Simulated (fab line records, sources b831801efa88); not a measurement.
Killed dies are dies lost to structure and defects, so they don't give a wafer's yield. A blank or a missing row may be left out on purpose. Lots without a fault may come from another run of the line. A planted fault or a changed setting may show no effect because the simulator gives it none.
Split-lot experiment | flow sfq_line | 5 lots, 23 wafers read, on a route of 325 steps

THE SPLIT
At SFQ_TRILAYER_C5_BARC_OPEN_VIA_ETCH_210 (etches BARC in O2, target depth 125 nm, time 41.7 s), the setting time_s was moved away from the recipe's 41.7 s on 5 of the 23 wafers read, by -11.7% to +7.2%. The other wafers ran this setting at the recipe's value.

The reading is taken at the split's own step.

THE READING
oes_product_au, in a.u., at SFQ_TRILAYER_C5_BARC_OPEN_VIA_ETCH_210 (etches BARC in O2, target depth 125 nm, time 41.7 s). Fault-free wafers of this fab line usually give 0.686 a.u., standard deviation 0.004 a.u..

wafer  | tool, chamber at the split | time_s as run, s | against the recipe | oes_product_au, a.u. | against lot-mates on the recipe
L074.2 | rie_diel-01, 2             | 41.7             | recipe             | 0.686                | -
L074.3 | rie_diel-01, 0             | 41.7             | recipe             | 0.691                | -
L074.4 | rie_diel-01, 1             | 41.7             | recipe             | 0.687                | -
L074.5 | rie_diel-01, 2             | 41.7             | recipe             | 0.682                | -
L074.6 | rie_diel-01, 1             | 41.7             | recipe             | 0.681                | -
L076.1 | rie_diel-04, 0             | 41.7             | recipe             | 0.680                | -
L076.2 | rie_diel-04, 1             | 41.7             | recipe             | 0.689                | -
L076.3 | rie_diel-04, 2             | 36.84            | -11.7%             | 0.723                | +0.038
L076.5 | rie_diel-04, 0             | 36.84            | -11.7%             | 0.725                | +0.040
L076.6 | rie_diel-04, 3             | 36.84            | -11.7%             | 0.726                | +0.041
L077.4 | rie_diel-01, 1             | 41.7             | recipe             | 0.689                | -
L077.5 | rie_diel-01, 1             | 41.7             | recipe             | 0.679                | -
L077.6 | rie_diel-01, 2             | 41.7             | recipe             | 0.689                | -
L078.1 | rie_diel-01, 0             | 41.7             | recipe             | 0.691                | -
L078.2 | rie_diel-01, 3             | 41.7             | recipe             | 0.686                | -
L078.3 | rie_diel-01, 2             | 44.71            | +7.2%              | 0.671                | -0.015
L078.5 | rie_diel-01, 1             | 41.7             | recipe             | 0.682                | -
L078.6 | rie_diel-01, 2             | 44.71            | +7.2%              | 0.674                | -0.012
L079.1 | rie_diel-03, 2             | 41.7             | recipe             | 0.684                | -
L079.2 | rie_diel-03, 0             | 41.7             | recipe             | 0.687                | -
L079.3 | rie_diel-03, 3             | 41.7             | recipe             | 0.683                | -
L079.4 | rie_diel-03, 1             | 41.7             | recipe             | 0.684                | -
L079.5 | rie_diel-03, 2             | 41.7             | recipe             | 0.687                | -

THE FIT
A straight line over all 23 wafers: oes_product_au changes by -0.00299 a.u. for each +1% of time_s; r = -0.96; the points scatter about the line by 0.0044 a.u..
The same after taking each lot's own level away (the mean of its wafers on the recipe; 23 wafers): -0.00308 a.u. for each +1%; r = -0.96; scatter 0.0043 a.u..
On that fit, the largest move of time_s shifts the reading by 0.036 a.u..
The lots' own levels span 0.6845 to 0.6863 a.u., that is 0.5 times the standard deviation above.
So the lot-to-lot level changes the slope little: the two slopes agree.
Check: with one of the wafers moved furthest among these (-11.7%) left out of the fit, the line predicts +0.0367 a.u. for it against its lot-mates. It came out at +0.0385 a.u. against them.
Tool readings at the split's step, against how far the setting was moved: oes_product_au r = -0.96.

OTHER SPLITS ON THESE WAFERS
These wafers also went through other splits before the reading. Each is held against what the fit with the lots' levels taken away leaves over:
other split on the same wafers                    | wafers away from the commonest value | r with oes_product_au (lot level and that fit taken away)
SFQ_TRILAYER_M4_LITHO_COAT_098 spin_rpm           | 4                                    | -0.22
SFQ_TRILAYER_M4_LITHO_COAT_093 spin_rpm           | 2                                    | +0.10
SFQ_TRILAYER_I4_VIA_LITHO_COAT_103 spin_rpm       | 7                                    | +0.26
SFQ_TRILAYER_I4_VIA_BARC_OPEN_VIA_ETCH_146 time_s | 9                                    | -0.07
SFQ_TRILAYER_JJ_TRILAYER_DEP_SPUTTER_110 time_s   | 5                                    | -0.39
SFQ_TRILAYER_JJ_CE_LITHO_EXPOSE_115 dose_mj       | 11                                   | +0.52
SFQ_TRILAYER_JJ_CE_LITHO_PEB_117 peb_time_s       | 9                                    | +0.00
SFQ_TRILAYER_M5_LITHO_COAT_128 spin_rpm           | 4                                    | +0.19
SFQ_TRILAYER_A5B_DEP_PECVD_129 rf_w               | 11                                   | +0.06
SFQ_TRILAYER_R5_LITHO_COAT_141 spin_rpm           | 8                                    | +0.16
SFQ_TRILAYER_I5_LITHO_COAT_144 resist_thk_nm      | 9                                    | -0.06

THE FILE'S OWN FIT
oes_product_au changes by -0.00301 a.u. for each +1% of time_s, r = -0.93.
